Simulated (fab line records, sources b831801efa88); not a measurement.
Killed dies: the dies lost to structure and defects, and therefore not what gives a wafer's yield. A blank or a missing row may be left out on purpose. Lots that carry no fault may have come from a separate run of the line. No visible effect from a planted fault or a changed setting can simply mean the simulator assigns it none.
Which tool is to blame? ; flow gf180mcu ; 24 lots with 72 wafers sampled at 6 steps, on a route of 602 steps

WHAT EACH GAUGE READ, for each wafer
GF_V1_THK_MEAS_03. Usual: V1_CVD_02_THK typically reads 848 nm, with standard deviation 10.
lot;measured;on;V1_CVD_02_THK (nm);flag
L074;day 16 20:58;film metro-03;841 845 864;
L075;day 17 04:05;film metro-04;843 826 847;
L076;day 17 15:50;film metro-04;837 851 853;
L077;day 17 21:31;film metro-04;835 855 862;
L078;day 18 18:07;film metro-02;846 842 865;
L079;day 18 18:40;film metro-03;847 837 850;
L080;day 19 06:10;film metro-02;847 858 856;
L081;day 19 19:25;film metro-02;822 843 843;
L082;day 20 17:49;film metro-04;819 829 836;
L083;day 21 04:29;film metro-03;853 843 852;
L084;day 21 07:20;film metro-04;837 856 859;
L085;day 21 21:54;film metro-04;847 859 859;
L086;day 22 00:42;film metro-03;845 843 857;
L087;day 22 08:36;film metro-02;850 857 852;
L089;day 22 14:56;film metro-04;839 853 858;
L088;day 22 21:46;film metro-02;844 870 859;
L090;day 23 02:06;film metro-03;874 868 863;
L092;day 23 16:04;film metro-02;847 857 862;
L091;day 23 17:32;film metro-02;835 837 848;
L093;day 24 10:06;film metro-03;849 849 862;
L094;day 24 12:10;film metro-02;839 849 851;
L095;day 24 14:12;film metro-04;827 854 857;
L096;day 24 23:28;film metro-02;842 860 849;
L097;day 25 06:59;film metro-02;840 836 850;

GF_MIM_THK_MEAS_06. Usual: MIM_CVD_05_THK typically reads 41.9 nm, with standard deviation 0.59.
lot;measured;on;MIM_CVD_05_THK (nm);flag
L074;day 24 06:05;film metro-03;42.0 41.9 43.3;
L075;day 24 10:00;film metro-01;41.5 41.6 41.9;
L076;day 24 23:10;film metro-03;41.7 42.1 42.9;
L077;day 25 05:08;film metro-04;41.4 41.5 41.9;
L078;day 25 22:56;film metro-04;42.5 41.9 42.6;
L079;day 26 01:17;film metro-01;41.5 41.5 42.3;
L080;day 26 09:37;film metro-03;41.7 41.9 42.3;
L081;day 26 21:02;film metro-03;41.7 41.2 41.7;
L082;day 27 15:59;film metro-04;42.3 42.7 43.4;
L083;day 28 00:22;film metro-03;41.5 41.6 42.0;
L084;day 28 02:34;film metro-04;43.2 43.1 43.1;
L085;day 28 15:57;film metro-04;41.9 42.0 42.0;
L086;day 28 19:26;film metro-01;41.6 41.4 42.0;
L087;day 29 00:54;film metro-03;42.0 41.9 41.9;
L089;day 29 04:28;film metro-01;41.9 42.1 41.8;
L088;day 29 10:44;film metro-04;41.6 41.8 42.1;
L090;day 29 16:37;film metro-01;43.3 43.2 42.4;
L092;day 30 02:34;film metro-03;41.9 42.7 42.7;
L091;day 30 04:08;film metro-03;41.2 40.9 41.8;
L093;day 30 17:26;film metro-03;41.2 41.7 41.8;
L094;day 30 19:16;film metro-03;40.9 41.9 41.2;
L095;day 30 21:47;film metro-03;41.1 42.3 41.7;
L096;day 31 04:24;film metro-04;42.5 42.5 42.7;
L097;day 31 10:52;film metro-04;41.2 42.2 41.6;

GF_MIM_THK_MEAS_11: measures by xrf. Usual: MIM_ALCU_THK typically reads 199.0 nm, with standard deviation 2.3.
lot;measured;on;MIM_ALCU_THK (nm);flag
L074;day 24 06:22;film metro-01;201.8 196.1 201.5;
L075;day 24 10:17;film metro-01;197.4 193.5 195.4;
L076;day 24 23:26;film metro-01;200.0 198.5 200.1;
L077;day 25 05:25;film metro-04;202.9 200.4 202.1;
L078;day 25 23:13;film metro-01;200.5 201.9 198.6;
L079;day 26 01:34;film metro-04;201.4 199.7 201.7;
L080;day 26 09:53;film metro-03;197.1 197.0 197.2;
L081;day 26 21:19;film metro-04;203.4 204.0 204.1;
L082;day 27 16:16;film metro-01;203.4 201.8 200.7;
L083;day 28 00:38;film metro-04;197.7 197.8 199.3;
L084;day 28 02:51;film metro-03;195.3 195.4 195.7;
L085;day 28 16:14;film metro-03;199.0 192.6 196.0;
L086;day 28 19:43;film metro-03;200.0 197.9 196.9;
L087;day 29 01:11;film metro-03;198.0 199.2 199.7;
L089;day 29 04:44;film metro-04;200.0 201.2 200.4;
L088;day 29 11:01;film metro-03;195.0 198.3 199.0;
L090;day 29 16:53;film metro-04;200.3 200.8 198.8;
L092;day 30 02:51;film metro-01;199.5 198.3 200.2;
L091;day 30 04:25;film metro-01;199.7 198.7 198.0;
L093;day 30 17:43;film metro-04;199.1 200.8 198.0;
L094;day 30 19:32;film metro-01;200.5 200.1 200.0;
L095;day 30 22:04;film metro-03;200.6 198.2 198.0;
L096;day 31 04:41;film metro-01;200.4 199.3 197.6;
L097;day 31 11:09;film metro-01;196.9 199.1 199.7;

GF_V5_THK_MEAS_03. Usual: V5_CVD_02_THK typically reads 1456 nm, with standard deviation 20.
lot;measured;on;V5_CVD_02_THK (nm);flag
L074;day 26 02:13;film metro-04;1436 1442 1455;
L075;day 26 07:14;film metro-04;1476 1455 1494;
L076;day 26 19:04;film metro-04;1437 1456 1453;
L077;day 27 00:43;film metro-02;1465 1489 1487;
L078;day 27 17:03;film metro-04;1447 1437 1476;
L079;day 27 18:50;film metro-04;1462 1423 1461;
L080;day 28 03:29;film metro-03;1434 1448 1443;
L081;day 28 14:53;film metro-03;1426 1416 1424;
L082;day 29 08:11;film metro-02;1453 1475 1466;
L083;day 29 16:43;film metro-03;1426 1443 1459;
L084;day 29 18:15;film metro-02;1462 1465 1463;
L085;day 30 07:05;film metro-04;1471 1461 1479;
L086;day 30 10:25;film metro-03;1417 1447 1451;
L087;day 30 15:14;film metro-03;1433 1477 1466;
L089;day 30 18:47;film metro-04;1444 1457 1454;
L088;day 31 01:19;film metro-04;1454 1483 1468;
L090;day 31 06:01;film metro-03;1477 1492 1480;
L092;day 31 15:43;film metro-04;1449 1482 1469;
L091;day 31 20:29;film metro-02;1454 1440 1476;
L093;day 32 04:43;film metro-03;1442 1456 1482;
L094;day 32 07:48;film metro-03;1415 1449 1458;
L095;day 32 09:28;film metro-02;1465 1479 1478;
L096;day 32 17:05;film metro-04;1476 1446 1467;
L097;day 32 21:24;film metro-04;1448 1471 1491;

GF_V5_THK_MEAS_25: measures by xrf. Usual: V5_W_THK typically reads 331 nm, with standard deviation 4.7.
lot;measured;on;V5_W_THK (nm);flag
L074;day 27 00:20;film metro-02;338 336 336;
L075;day 27 05:29;film metro-03;333 330 336;
L076;day 27 17:01;film metro-03;329 327 326;
L077;day 27 22:16;film metro-04;333 332 335;
L078;day 28 14:35;film metro-03;330 330 331;
L079;day 28 16:35;film metro-03;324 325 328;
L080;day 29 00:59;film metro-02;337 337 337;
L081;day 29 11:20;film metro-03;331 333 333;
L082;day 30 04:32;film metro-03;330 331 333;
L083;day 30 13:23;film metro-03;331 335 335;
L084;day 30 14:07;film metro-03;329 330 330;
L085;day 31 02:07;film metro-03;322 322 322;
L086;day 31 05:45;film metro-03;319 322 324;
L087;day 31 10:37;film metro-03;326 329 327;
L089;day 31 14:14;film metro-03;331 332 329;
L088;day 31 20:14;film metro-02;342 342 341;
L090;day 32 01:13;film metro-04;332 333 335;
L092;day 32 10:21;film metro-04;330 336 332;
L091;day 32 14:13;film metro-03;328 328 325;
L093;day 32 23:04;film metro-03;330 326 327;
L094;day 33 01:27;film metro-03;333 332 333;
L095;day 33 03:07;film metro-04;333 327 331;
L096;day 33 10:55;film metro-02;336 331 338;
L097;day 33 14:38;film metro-04;331 330 328;

EACH LOT AND THE TOOL THAT RAN IT (in order: tool; ch and the chambers of the sampled wafers; start)
lot;GF_V3_SPUTTER_21
L074;pvd sputter-02, day 22 03:21
L075;pvd sputter-02, day 22 08:59
L076;pvd sputter-03, day 22 21:55
L077;pvd sputter-02, day 23 04:01
L078;pvd sputter-02, day 23 23:28
L079;pvd sputter-03, day 24 01:47
L080;pvd sputter-03, day 24 10:16
L081;pvd sputter-01, day 24 22:32
L082;pvd sputter-02, day 25 19:26
L083;pvd sputter-03, day 26 03:51
L084;pvd sputter-01, day 26 06:35
L085;pvd sputter-01, day 26 19:29
L086;pvd sputter-03, day 26 23:37
L087;pvd sputter-01, day 27 05:43
L089;pvd sputter-02, day 27 11:20
L088;pvd sputter-03, day 27 16:20
L090;pvd sputter-01, day 27 21:13
L092;pvd sputter-01, day 28 09:01
L091;pvd sputter-01, day 28 09:59
L093;pvd sputter-03, day 29 00:15
L094;pvd sputter-02, day 29 02:15
L095;pvd sputter-03, day 29 04:55
L096;pvd sputter-02, day 29 11:58
L097;pvd sputter-01, day 29 18:35
- GF_V3_SPUTTER_21: material Ti, target thk 15 nm, time 80.02 s.

WHAT THE TOOLS THEMSELVES READ (means of the sampled wafers that have a number; where no wafer has one, the mark that the record gives instead)
GF_V3_SPUTTER_21. Usual: throttle valve pct 29.4 %, standard deviation 1.1.
lot;tool;throttle valve pct (%);flag
L074;pvd sputter-02;29.6;
L075;pvd sputter-02;29.6;
L076;pvd sputter-03;30.3;
L077;pvd sputter-02;29.6;
L078;pvd sputter-02;29.0;
L079;pvd sputter-03;30.5;
L080;pvd sputter-03;29.8;
L081;pvd sputter-01;29.6;
L082;pvd sputter-02;28.4;
L083;pvd sputter-03;30.5;
L084;pvd sputter-01;29.6;
L085;pvd sputter-01;27.7;
L086;pvd sputter-03;29.1;
L087;pvd sputter-01;29.7;
L089;pvd sputter-02;28.6;
L088;pvd sputter-03;30.6;
L090;pvd sputter-01;28.6;
L092;pvd sputter-01;29.0;
L091;pvd sputter-01;29.0;
L093;pvd sputter-03;29.9;
L094;pvd sputter-02;30.2;
L095;pvd sputter-03;29.9;
L096;pvd sputter-02;29.0;
L097;pvd sputter-01;30.0;

THE ANSWER, worked out from the rows above alone
Rule: lot off if the mean of its wafers having a number is beyond 3 standard deviations from the usual mean. A lot without any number at a reading at which 4 lots or more have one is off too. Where the step has rows for the other lots, those lots are counted as sound. The gauges are gone through in route order, then the tools' own readings, and for those a lot's mean is taken as printed above. At the first step where some lot is off, the reading lying furthest off is the one used; lots without a number count as furthest.
Across all readings shown, no lot is off: no conclusion can be drawn from this.

WHAT THE SIMULATOR PUT IN
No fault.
